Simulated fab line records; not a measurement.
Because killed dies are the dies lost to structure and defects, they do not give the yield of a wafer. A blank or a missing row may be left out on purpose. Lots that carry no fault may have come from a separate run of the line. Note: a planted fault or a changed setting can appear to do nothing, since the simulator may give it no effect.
Which tool is to blame? ; flow gf180mcu ; 14 lots, 42 wafers sampled, at 4 steps of a route of 602

## WHAT THE GAUGES SHOWED, per wafer
GF_HV_LDD_RS_MEAS_53: a four-point-probe measurement.
lot;measured;on;HV_LDD_RS (ohm/sq)
L914;day 12 21:58;filmMetro-03;417.9 417.9 418.1
L915;day 13 01:01;filmMetro-03;418.6 419.6 420.4
L916;day 13 11:20;filmMetro-03;415.0 415.8 416.6
L918;day 13 23:20;filmMetro-02;416.2 416.2 415.9
L923;day 15 11:43;filmMetro-03;419.4 417.9 418.6
L927;day 16 21:42;filmMetro-01;419.0 419.2 418.9
L929;day 17 12:16;filmMetro-03;418.5 418.3 418.4
L930;day 17 19:27;filmMetro-03;420.2 418.8 419.3
L931;day 18 03:01;filmMetro-03;417.9 418.1 417.6
L932;day 18 08:46;filmMetro-01;418.4 419.2 419.7
L934;day 19 08:06;filmMetro-03;418.5 418.6 419.2
L935;day 19 08:50;filmMetro-01;418.9 416.8 418.4
L936;day 19 15:34;filmMetro-01;418.8 417.8 417.9
L937;day 20 02:40;filmMetro-03;419.1 418.2 417.8

GF_V1_OVL_MEAS_15.
lot;measured;on;V1_OVL (nm)
L914;day 18 15:13;overlay-02;-4 6 -2
L915;day 18 18:57;overlay-01;-6 -17 -11
L916;day 19 07:18;overlay-02;-10 1 -1
L918;day 19 20:35;overlay-02;1 -4 -4
L923;day 21 15:06;overlay-02;5 9 -2
L927;day 23 05:33;overlay-02;-2 2 1
L929;day 23 16:39;overlay-02;-1 1 -2
L930;day 24 01:12;overlay-02;6 7 6
L931;day 24 09:58;overlay-01;-1 3 -4
L932;day 24 14:30;overlay-01;17 14 14
L934;day 25 10:02;overlay-02;7 -4 0
L935;day 25 11:11;overlay-01;3 -5 4
L936;day 25 17:14;overlay-01;-2 0 -8
L937;day 26 02:02;overlay-01;-10 -4 -2

## WHICH TOOL RAN EACH LOT (tool, then ch and the chambers of the sampled wafers, then the start)
lot;GF_HV_LDD_IMPLANT_34;GF_V1_CMP_04
L914;implanter-03 ch 0, day 12 01:42;cmp-02 ch 2,3, day 17 15:29
L915;implanter-03 ch 0, day 12 04:01;cmp-02 ch 1,2,3, day 17 19:16
L916;implanter-03 ch 0, day 12 15:41;cmp-01 ch 0,3, day 18 06:40
L918;implanter-03 ch 0, day 13 02:28;cmp-01 ch 0,2,3, day 18 19:23
L923;implanter-02 ch 0, day 14 14:02;cmp-01 ch 0,2, day 20 15:31
L927;implanter-02 ch 0, day 15 22:34;cmp-02 ch 0,2,3, day 22 06:07
L929;implanter-03 ch 0, day 16 13:08;cmp-01 ch 0,2,3, day 22 17:49
L930;implanter-03 ch 0, day 16 19:31;cmp-01 ch 2,3, day 23 02:28
L931;implanter-02 ch 0, day 17 03:38;cmp-01 ch 1,2,3, day 23 12:01
L932;implanter-02 ch 0, day 17 08:53;cmp-02 ch 0,1,3, day 23 16:13
L934;implanter-02 ch 0, day 18 06:49;cmp-02 ch 1,2, day 24 12:17
L935;implanter-02 ch 0, day 18 07:40;cmp-02 ch 0,1,3, day 24 13:07
L936;implanter-03 ch 0, day 18 14:22;cmp-02 ch 0,1,3, day 24 19:40
L937;implanter-04 ch 0, day 19 01:22;cmp-02 ch 1,2, day 25 04:47
- GF_HV_LDD_IMPLANT_34
- GF_V1_CMP_04: polishes SiO2.

## AS READ BY THE TOOLS THEMSELVES (means over the sampled wafers that have a number; for cases with no such wafer, the mark the record gives instead)
GF_HV_LDD_IMPLANT_34.
lot;tool;doseIonsCm2;faradayCurrentUA
L914;implanter-03;7.5e+12;42.7
L915;implanter-03;7.5e+12;42.0
L916;implanter-03;8.7e+12;49.8
L918;implanter-03;8.7e+12;49.5
L923;implanter-02;7.5e+12;42.4
L927;implanter-02;7.5e+12;43.0
L929;implanter-03;7.5e+12;41.7
L930;implanter-03;7.5e+12;41.8
L931;implanter-02;7.5e+12;42.7
L932;implanter-02;7.5e+12;42.9
L934;implanter-02;7.5e+12;42.7
L935;implanter-02;7.5e+12;43.5
L936;implanter-03;7.5e+12;42.7
L937;implanter-04;7.5e+12;42.4

GF_V1_CMP_04.
lot;tool;motorCurrentA (A);timeToEndpointS (s)
L914;cmp-02;12.2;95
L915;cmp-02;12.2;98
L916;cmp-01;12.4;80
L918;cmp-01;12.2;77
L923;cmp-01;11.5;90
L927;cmp-02;12.1;90
L929;cmp-01;11.8;86
L930;cmp-01;12.0;87
L931;cmp-01;11.4;89
L932;cmp-02;11.8;81
L934;cmp-02;12.9;85
L935;cmp-02;12.2;80
L936;cmp-02;12.3;86
L937;cmp-02;12.9;82

## THE ANSWER, worked out from the rows above alone
Rule: usual is defined by the lots themselves. Put in order of their means at a reading, lots are off if they are a third of the lots or fewer, leave a main group of 4 or more, and stand apart from it by a gap of 3 or more times the standard deviation of the main group's means; of several such gaps the widest counts. A main group whose means are all the same, to the digits that the tables above print for the reading, isn't used. A lot without any number at a reading at which 4 lots or more have one is off too. All remaining lots with rows at the step are treated as sound. The gauges are gone through in route order, then the tools' own readings, and for those a lot's mean is taken as printed above. At the first step where some lot is off, the reading lying furthest off is the one used; lots without a number count as furthest.
Off: L916, L918, at GF_HV_LDD_RS_MEAS_53 (HV_LDD_RS). The main group: mean 418.6 ohm/sq, standard deviation 0.55.
If a tool, at a process step before that reading, ran all the lots that are off and no sound lot after the first of them, it fits. The gauges at GF_HV_LDD_RS_MEAS_53 aren't tried: what is off there is off at GF_HV_LDD_IMPLANT_34 too, on other tools, and a gauge's error can't cause that. No candidate that was tried fits.

## WHAT THE SIMULATOR HAD PUT IN
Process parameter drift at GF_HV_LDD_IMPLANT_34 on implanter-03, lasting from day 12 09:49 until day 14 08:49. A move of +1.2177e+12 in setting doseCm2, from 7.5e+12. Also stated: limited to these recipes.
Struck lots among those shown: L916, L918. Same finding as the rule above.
